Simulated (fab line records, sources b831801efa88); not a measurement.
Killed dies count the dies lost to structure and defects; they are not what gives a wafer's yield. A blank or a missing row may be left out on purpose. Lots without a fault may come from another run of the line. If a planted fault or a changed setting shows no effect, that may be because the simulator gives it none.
Chamber matching ; flow gf180mcu ; rie diel-04 running GF_PASSIVATION_ETCH_11: 4 sister chambers
The step etches the open film in CF4/O2, stops on TiN, target depth 2040 nm, time 453.3 s. 8 wafers are shown with their chamber, then 9 later ones without.

== WAFERS, EACH WITH ITS CHAMBER ==
wafer;chamber;drypump motor current A (A);O2_flow_sccm (sccm)
L669.3;1;5.3;10.02
L671.6;3;5.7;10.01
L672.1;3;5.7;10.00
L672.2;2;5.9;9.95
L672.3;0;5.9;9.93
L674.1;0;5.8;9.98
L674.2;1;5.3;10.03
L674.5;2;5.9;10.04

== WAFERS WHOSE CHAMBER IS MISSING ==
wafer;drypump motor current A (A);O2_flow_sccm (sccm)
L675.2;5.8;9.95
L675.3;5.8;9.94
L675.4;5.3;10.01
L677.2;5.9;10.05
L677.5;5.7;10.00
L677.6;5.8;10.08
L681.1;5.3;10.01
L681.2;5.9;10.06
L681.6;5.9;10.02

== WHICH CHAMBER EACH ONE RAN IN ==
wafer;from the rows above;in truth
L675.2;can't be placed: 0 or 2 or 3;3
L675.3;can't be placed: 0 or 2 or 3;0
L675.4;1;1
L677.2;can't be placed: 2 or 0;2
L677.5;3;3
L677.6;can't be placed: 3 or 2 or 0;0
L681.1;1;1
L681.2;can't be placed: 2 or 0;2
L681.6;can't be placed: 2 or 0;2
Correct placement for 3 of the 9. From these rows, 6 cannot be placed; in 6 the true chamber is one of the candidates. Placed wrongly: 0.
How it was worked out, from the rows above alone: a wafer's distance from a chamber is the root of the sum, over the readings, of the square of ((its reading less the chamber's mean) divided by the reading's scatter). If the next closest chamber is less than 2 further off than the closest, the wafer can't be placed; otherwise it belongs to the closest. For every chamber, the mean is computed from those of its wafers that are shown. How the scatter is found: for the shown wafers, subtract from each reading the mean of its chamber, square and add these, divide the total by (wafers less chambers), then take the root.
